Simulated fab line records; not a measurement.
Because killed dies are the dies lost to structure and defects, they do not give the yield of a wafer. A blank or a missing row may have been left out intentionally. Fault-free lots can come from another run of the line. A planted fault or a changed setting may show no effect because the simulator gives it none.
Matching of chambers | flow sky130 | SKY_METAL3_ETCH_17 on rieDiel-02: 4 sister chambers
The step etches SiO2 in C4F8/O2/Ar, stops on TiN, time 3.9 s, target depth 15 nm. 14 wafers are shown with their chamber, then 7 later ones without.

EACH WAFER AND ITS CHAMBER
wafer  | chamber | oesProductAu (a.u.)
L334.2 | 2       | 0.753
L334.3 | 0       | 0.752
L334.5 | 3       | 0.770
L337.3 | 1       | 0.765
L337.5 | 0       | 0.769
L337.6 | 1       | 0.761
L341.3 | 2       | 0.743
L341.4 | 3       | 0.753
L341.5 | 1       | 0.757
L342.3 | 2       | 0.753
L342.4 | 3       | 0.752
L342.5 | 2       | 0.765
L353.2 | 0       | 0.763
L353.4 | 3       | 0.771

SIGNATURES (averages over the wafers above)
reading      | chamber 0 | chamber 1 | chamber 2 | chamber 3 | scatter within a chamber
oesProductAu | 0.76133   | 0.76100   | 0.75350   | 0.76150   | 0.00865
Rule: a wafer lies at a distance from a chamber equal to the root of the sum of squares, over the readings, of (its reading less the chamber's mean, divided by the reading's scatter). If the next closest chamber is less than 2 further off than the closest, the wafer can't be placed; otherwise it belongs to the closest. The scatter: the root of (the sum of the squares of (reading less its chamber's mean) over the shown wafers, divided by (wafers less chambers)).

WAFERS WITHOUT THEIR CHAMBER
wafer  | oesProductAu (a.u.)
L353.5 | 0.775
L354.3 | 0.743
L354.4 | 0.751
L354.5 | 0.740
L356.2 | 0.744
L356.3 | 0.751
L356.4 | 0.757

WHICH CHAMBER EACH WENT THROUGH
wafer  | from the rows above               | in truth
L353.5 | can't be placed: 3 or 0 or 1 or 2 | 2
L354.3 | can't be placed: 2 or 1 or 0 or 3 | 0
L354.4 | can't be placed: 2 or 1 or 0 or 3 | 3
L354.5 | can't be placed: 2 or 1 or 0 or 3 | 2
L356.2 | can't be placed: 2 or 1 or 0 or 3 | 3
L356.3 | can't be placed: 2 or 1 or 0 or 3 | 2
L356.4 | can't be placed: 2 or 1 or 0 or 3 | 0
0 of 7 placed correctly. Unplaceable from these rows: 7, with the true chamber sitting among the candidates in 7. Placed wrongly: 0.
